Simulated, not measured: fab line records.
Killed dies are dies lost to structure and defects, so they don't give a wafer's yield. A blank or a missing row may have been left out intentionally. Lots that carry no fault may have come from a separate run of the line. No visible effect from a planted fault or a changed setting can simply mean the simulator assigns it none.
Comparing a struck lot with a sound one ; flow gf180mcu ; 44 out of 602 route steps
Sound: these wafers, L843.2, L843.5, L843.6. Wafers struck: L849.4, L849.5, L849.6. The cause is named last.
Order at every step that has rows: each side's tool, ch and its chambers, its first start. Under that, the readings that differ: sound wafers ; struck wafers ; difference of the means ; sigmas: that difference in standard deviations of wafers without a fault.
alike: readings whose means differ by less than 2 such deviations, and words and numbers that are the same on both sides. not compared: withheld readings, readings that some wafer has no value for, bounds like >300 that may hide the same value, and numbers for which the record gives no deviation and whose values overlap.
Wherever a step has rows on one side only, a row that says differs or no value, or a row with sigmas, the two part there. Numbers that have no deviation but don't overlap get no sigmas and don't part them. Lack of a reading on every wafer of one side parts them only where that side has two or more wafers.

first, 2 steps without rows for these wafers: GF_NWELL_IMPLANT_08; GF_NWELL_IMPLANT_09.
GF_NWELL_STRIP_10: strips in O2/N2.
  sound on plasma_asher-04 ch 0,1, day 6 17:26; struck on plasma_asher-02 ch 0,1, day 8 02:56
  alike: drypump_motor_current_A, heater_power_w, oes_product_au, strip_time_to_endpoint_s
  not compared: rf_hours_counter_h
GF_NWELL_TW_MEAS_11:
  sound on film_metro-01, day 6 17:33; struck on film_metro-02, day 8 03:01
  alike: NWELL_TW
then, 7 steps without rows for these wafers: GF_LVPWELL_DEHYDRATE_00 (time 60 s); GF_LVPWELL_HMDS_01 (prime time 60 s); GF_LVPWELL_COAT_02 (resist thk 3000 nm); GF_LVPWELL_SOFTBAKE_03; GF_LVPWELL_EXPOSE_04 (exposes mask LVPWELL, target cd 600 nm); GF_LVPWELL_PEB_05; GF_LVPWELL_DEVELOP_06 (develop time 60 s).
GF_LVPWELL_OVL_MEAS_07:
  sound on overlay-01, day 7 09:16; struck on overlay-02, day 8 19:17
  alike: LVPWELL_OVL
GF_LVPWELL_IMPLANT_08:
  sound on implanter-01 ch 0, day 7 09:19; struck on implanter-02 ch 0, day 8 19:42
  alike: dose_ions_cm2
after that, 1 step had no rows for these wafers: GF_LVPWELL_IMPLANT_09.
GF_LVPWELL_STRIP_10: strips in O2/N2.
  sound on plasma_asher-04 ch 0,1, day 7 09:35; struck on plasma_asher-03 ch 0,1, day 8 20:08
reading;sound;struck;difference;sigmas
drypump_motor_current_A (A);6.1 6.1 6.1;4.6 4.6 5.2;-1.3;-2
  alike: heater_power_w, oes_product_au, strip_time_to_endpoint_s
  not compared: rf_hours_counter_h
GF_LVPWELL_TW_MEAS_11:
  sound on film_metro-03, day 7 09:42; struck on film_metro-01, day 8 20:16
reading;sound;struck;difference;sigmas
LVPWELL_TW;556 557 557;677 678 679;+121;+36
then, 7 steps without rows for these wafers: GF_MVSD_DEHYDRATE_00 (time 60 s); GF_MVSD_HMDS_01 (prime time 60 s); GF_MVSD_COAT_02 (resist thk 3000 nm); GF_MVSD_SOFTBAKE_03; GF_MVSD_EXPOSE_04 (exposes mask MVSD, target cd 1000 nm); GF_MVSD_PEB_05; GF_MVSD_DEVELOP_06 (develop time 60 s).
GF_MVSD_OVL_MEAS_07:
  sound on overlay-01, day 8 01:01; struck on overlay-02, day 9 12:56
reading;sound;struck;difference;sigmas
MVSD_OVL (nm);-3.8 -3.0 -3.1;0.3 -0.9 1.9;+3.7;+2
then, 2 steps without rows for these wafers: GF_MVSD_IMPLANT_08; GF_MVSD_IMPLANT_09.
GF_MVSD_STRIP_10: strips in O2/N2.
  sound on plasma_asher-04 ch 0,1, day 8 01:20; struck on plasma_asher-01 ch 0,1, day 9 13:17
  alike: drypump_motor_current_A, heater_power_w, oes_product_au, strip_time_to_endpoint_s
  not compared: rf_hours_counter_h
GF_MVSD_TW_MEAS_11:
  sound on film_metro-03, day 8 01:27; struck on film_metro-01, day 9 13:24
  alike: MVSD_TW
then, 7 steps without rows for these wafers: GF_MVPSD_DEHYDRATE_00 (time 60 s); GF_MVPSD_HMDS_01 (prime time 60 s); GF_MVPSD_COAT_02 (resist thk 3000 nm); GF_MVPSD_SOFTBAKE_03; GF_MVPSD_EXPOSE_04 (exposes mask MVPSD, target cd 1000 nm); GF_MVPSD_PEB_05; GF_MVPSD_DEVELOP_06 (develop time 60 s).
GF_MVPSD_OVL_MEAS_07:
  sound on overlay-02, day 8 17:26; struck on overlay-01, day 10 07:25
  alike: MVPSD_OVL
then, 2 steps without rows for these wafers: GF_MVPSD_IMPLANT_08; GF_MVPSD_IMPLANT_09.
GF_MVPSD_STRIP_10: strips in O2/N2.
  sound on plasma_asher-03 ch 0,1, day 8 17:46; struck on plasma_asher-03 ch 0,1, day 10 07:46
  alike: drypump_motor_current_A, heater_power_w, oes_product_au, strip_time_to_endpoint_s
  not compared: rf_hours_counter_h
GF_MVPSD_TW_MEAS_11:
  sound on film_metro-02, day 8 17:52; struck on film_metro-02, day 10 07:52
  alike: MVPSD_TW
then, 2 steps without rows for these wafers: GF_VT_IMPLANT_DEHYDRATE_00 (time 60 s); GF_VT_IMPLANT_HMDS_01 (prime time 60 s).
-- the record jumps here: 3 days lie between the struck wafers' starts before and after --
GF_VT_IMPLANT_RS_MEAS_48: measures by four-point-probe.
  sound on film_metro-03, day 11 17:13; struck on film_metro-01, day 13 12:34
reading;sound;struck;difference;sigmas
LVPWELL_RS (ohm/sq);1198 1198 1200;839 842 844;-357;-99 or more
GF_PASSIVATION_PROBE_99:
  sound wafers here have rows in the record (prober-01, day 33 05:07); struck ones have none

## WHERE THEY PART
Last at GF_PASSIVATION_PROBE_99 as far as this record goes, first at GF_LVPWELL_STRIP_10.

WHY: what the simulator had put in
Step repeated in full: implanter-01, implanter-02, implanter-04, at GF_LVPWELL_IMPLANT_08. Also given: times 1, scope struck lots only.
